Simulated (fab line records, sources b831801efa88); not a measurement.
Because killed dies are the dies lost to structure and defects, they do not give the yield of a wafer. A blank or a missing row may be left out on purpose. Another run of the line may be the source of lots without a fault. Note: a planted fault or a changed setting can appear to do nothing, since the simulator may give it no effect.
A struck lot beside a sound one    flow gf180mcu    30 out of 602 route steps
Sound: wafers L951.1, L951.3, L951.5. Struck: wafer L962.5 (left out: L962.1, L962.2 of the same lot, which were not struck); the cause appears at the end.
Per side, at each step with rows, come the tool, then ch with its chambers, and then its first start. Under that, the readings that differ: sound wafers    struck wafers    difference of the means    sigmas: that difference in standard deviations of wafers without a fault.
alike: words and numbers the same on both sides, and readings whose means are apart by under 2 such deviations; not compared: readings that were withheld, readings missing a value for some wafer, numbers with overlapping values and no deviation given by the record, and bounds like >300 which may hide the same value.
A row with sigmas, a row that says differs or no value, or rows on one side alone: a step with any of these is where the two part. Non-overlapping numbers with no deviation appear without sigmas and do not part them. A reading that every wafer of one side lacks parts them only if that side has two wafers or more.

first, 3 steps without rows for these wafers: GF_PSD_EXPOSE_04 (exposes mask Pplus, target cd 400 nm); GF_PSD_PEB_05; GF_PSD_DEVELOP_06 (develop time 60 s).
GF_PSD_CD_MEAS_07: target cd 400 nm.
  sound on cd_sem-01 at day 16 17:44; struck on cd_sem-02 at day 20 14:10
  alike: cd_nm
GF_PSD_OVL_MEAS_08:
  sound on overlay-02 at day 16 17:51; struck on overlay-02 at day 20 14:17
  alike: PSD_OVL
following that, these wafers have no rows for 1 step: GF_PSD_IMPLANT_09.
GF_PSD_STRIP_10: strips in O2/N2.
  sound on plasma_asher-01 ch 0,1, day 16 18:02; struck on plasma_asher-02 ch 1, day 20 14:28
  alike: drypump_motor_current_A, heater_power_w, oes_product_au, strip_time_to_endpoint_s
  not compared: rf_hours_counter_h
GF_PSD_TW_MEAS_11:
  sound on film_metro-02 at day 16 18:08; struck on film_metro-02 at day 20 14:34
  alike: PSD_TW
then, 1 step without rows for these wafers: GF_PSD_CLEAN_12 (cleans in SC1/SC2, time 150 s).
GF_PSD_RTA_13: time 20 s.
  sound on rtp_anneal-02 ch 0, day 16 18:15; struck on rtp_anneal-01 ch 0, day 20 14:40
reading             sound           struck  difference  sigmas
lamp_power_pct (%)  35.3 35.2 35.2  39.7    +4.5        +2
  alike: wafer_temp_C_max
GF_PSD_RS_MEAS_14: a four-point-probe measurement.
  sound on film_metro-01 at day 16 18:20; struck on film_metro-01 at day 20 14:46
  alike: NSD_RS
GF_PSD_RS_MEAS_15: a four-point-probe measurement.
  sound on film_metro-01 at day 16 18:27; struck on film_metro-01 at day 20 14:53
  alike: PSD_RS
GF_SAB_CVD_00: deposits SiO2 from TEOS, target thk 50 nm, time 4.9302 s.
  sound on pecvd-02 ch 1,2, day 16 18:34; struck on pecvd-03 ch 0, day 20 15:00
reading                               sound              struck  difference  sigmas
heater_power_outer_w (W)              416 374 405        288     -110        -2
heater_power_w (W)                    719 666 721        508     -194        -3
model.SiO2_of_SAB_CVD_00.thk_nm (nm)  48.29 49.13 48.29  46.38   -2.19       
  not compared: since_wet_clean_h
GF_SAB_THK_MEAS_01:
  sound on film_metro-04 at day 16 18:37; struck on film_metro-04 at day 20 15:01
reading              sound           struck  difference  sigmas
SAB_CVD_00_THK (nm)  48.3 49.1 48.3  46.4    -2.2        -2
then, 7 steps without rows for these wafers: GF_SAB_DEHYDRATE_02 (time 60 s); GF_SAB_HMDS_03 (prime time 60 s); GF_SAB_COAT_04 (resist thk 1000 nm); GF_SAB_SOFTBAKE_05 (time 60 s); GF_SAB_EXPOSE_06 (exposes mask SAB, target cd 420 nm); GF_SAB_PEB_07; GF_SAB_DEVELOP_08 (develop time 60 s).
GF_SAB_CD_MEAS_09: target cd 420 nm.
  sound on cd_sem-02 at day 17 16:29; struck on cd_sem-02 at day 21 14:30
  alike: cd_nm
GF_SAB_OVL_MEAS_10:
  sound on overlay-01 at day 17 16:36; struck on overlay-01 at day 21 14:37
  alike: SAB_OVL
GF_SAB_ETCH_11: etches SiO2 in C4F8/O2/Ar, target depth 55 nm, time 8.5 s.
  sound on rie_diel-04 ch 2,3, day 17 16:38; struck on rie_diel-04 ch 1, day 21 14:40
reading                sound              struck  difference  sigmas
oes_product_au (a.u.)  0.976 0.994 0.998  1.024   +0.035      +2
  not compared: rf_hours_counter_h
then, 1 step without rows for these wafers: GF_SAB_WET_ETCH_12 (etches SiO2 in dHF, target depth 22 nm, time 440 s).
GF_SAB_STRIP_13: strips in O2/N2.
  sound on plasma_asher-01 ch 0,1, day 17 16:48; struck on plasma_asher-02 ch 0, day 21 14:49
reading                       sound              struck  difference  sigmas
strip_time_to_endpoint_s (s)  12.57 12.59 12.59  12.69   +0.11       +3
  alike: drypump_motor_current_A, heater_power_w, oes_product_au
  not compared: rf_hours_counter_h
then, 1 step without rows for these wafers: GF_SALICIDE_CLEAN_00 (cleans in SC1/SC2, time 150 s).
GF_SALICIDE_WET_ETCH_01: etches SiO2 in dHF, target depth 5 nm, time 100 s.
  sound on wet_bench-02 ch 3, day 17 16:57; struck on wet_bench-01 ch 1, day 21 14:58
reading                               sound              struck  difference  sigmas
model.SiO2_of_SAB_CVD_00.thk_nm (nm)  37.88 38.69 37.84  36.06   -2.08       
GF_SALICIDE_SPUTTER_02: material Co, target thk 10 nm, time 20 s.
  sound on pvd_sputter-03 at day 17 16:59; struck on pvd_sputter-03 at day 21 15:00
  alike: throttle_valve_pct
following that, these wafers have no rows for 1 step: GF_PASSIVATION_PROBE_99.

## WHERE THEY PART
Last at GF_SAB_STRIP_13 as far as this record goes, first at GF_PSD_RTA_13. Later steps at which nothing parts them and some readings are alike: GF_SALICIDE_SPUTTER_02.

WHY: the cause the simulator had injected
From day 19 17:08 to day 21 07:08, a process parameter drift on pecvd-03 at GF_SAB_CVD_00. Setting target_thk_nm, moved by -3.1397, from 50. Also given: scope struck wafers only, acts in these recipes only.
